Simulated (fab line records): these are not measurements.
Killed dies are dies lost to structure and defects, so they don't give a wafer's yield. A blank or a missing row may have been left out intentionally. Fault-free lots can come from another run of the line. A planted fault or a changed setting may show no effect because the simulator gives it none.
What tool caused it?	flow gf180mcu	Sampling: 12 lots, 36 wafers, 2 of 602 route steps

## WHAT THE GAUGES SHOWED, per wafer
GF_HV_LDD_OVL_MEAS_32.
lot	measured	on	HV_LDD_02_OVL (nm)
L736	day 11 19:04	overlay-02	1.0 2.1 2.3
L737	day 12 00:53	overlay-02	-1.3 -0.2 -2.2
L738	day 12 04:31	overlay-01	3.2 2.7 2.3
L741	day 13 00:20	overlay-02	0.2 -0.2 0.0
L742	day 13 07:21	overlay-01	2.1 3.1 2.0
L747	day 15 00:13	overlay-02	0.2 -0.1 -1.6
L749	day 15 16:40	overlay-02	-0.7 1.0 -0.8
L750	day 15 23:25	overlay-02	-0.1 0.3 -0.3
L754	day 17 04:25	overlay-01	1.1 1.0 1.4
L755	day 17 19:45	overlay-01	1.8 1.3 2.0
L757	day 18 09:16	overlay-02	-0.7 0.0 -1.3
L758	day 18 15:01	overlay-01	0.4 -1.0 0.9

## WHAT TOOL EACH LOT RAN ON (gives the tool, then ch and the chambers of the sampled wafers, and finally the start)
lot	GF_STI_CVD_23
L736	hdpcvd-02 ch 0,1, day 2 06:34
L737	hdpcvd-02 ch 0,1,2, day 2 12:14
L738	hdpcvd-01 ch 1,2, day 2 16:26
L741	hdpcvd-02 ch 0,2, day 3 05:11
L742	hdpcvd-01 ch 1,2, day 3 09:25
L747	hdpcvd-02 ch 0,1,2, day 4 10:40
L749	hdpcvd-01 ch 1,2, day 4 23:36
L750	hdpcvd-01 ch 0,1,2, day 5 02:57
L754	hdpcvd-01 ch 0,1,2, day 5 23:46
L755	hdpcvd-01 ch 0,1,2, day 6 05:06
L757	hdpcvd-01 ch 0,1, day 6 15:09
L758	hdpcvd-01 ch 1,2, day 6 20:25
- GF_STI_CVD_23: deposits SiO2, target thk 650 nm, time 108.3 s.

## AS READ BY THE TOOLS THEMSELVES (means over the sampled wafers that have a number; for cases with no such wafer, the mark the record gives instead)
GF_STI_CVD_23.
lot	tool	sih4 flow sccm (sccm)
L736	hdpcvd-02	59.95
L737	hdpcvd-02	60.10
L738	hdpcvd-01	60.02
L741	hdpcvd-02	59.92
L742	hdpcvd-01	60.14
L747	hdpcvd-02	59.98
L749	hdpcvd-01	59.91
L750	hdpcvd-01	59.83
L754	hdpcvd-01	60.04
L755	hdpcvd-01	59.99
L757	hdpcvd-01	59.95
L758	hdpcvd-01	59.85

## THE ANSWER, worked out from the rows above alone
Rule: what is usual is taken from the lots themselves. Put in order of their means at a reading, lots are off if they are a third of the lots or fewer, leave a main group of 4 or more, and stand apart from it by a gap of 3 or more times the standard deviation of the main group's means; of several such gaps the widest counts. The tables above print the reading to a certain number of digits; a main group whose means all agree to those digits is not used. A lot without any number at a reading at which 4 lots or more have one is off too. The other lots that the step has rows for count as sound. Order of review: gauges by route order, followed by the tools' own readings, for which a lot's mean as printed above is used. The first step at which some lot is off is used, and at that step the reading that is off furthest; a lot without a number counts as furthest.
None of the lots is off at any reading shown; this tells nothing.

## WHAT THE SIMULATOR PUT IN
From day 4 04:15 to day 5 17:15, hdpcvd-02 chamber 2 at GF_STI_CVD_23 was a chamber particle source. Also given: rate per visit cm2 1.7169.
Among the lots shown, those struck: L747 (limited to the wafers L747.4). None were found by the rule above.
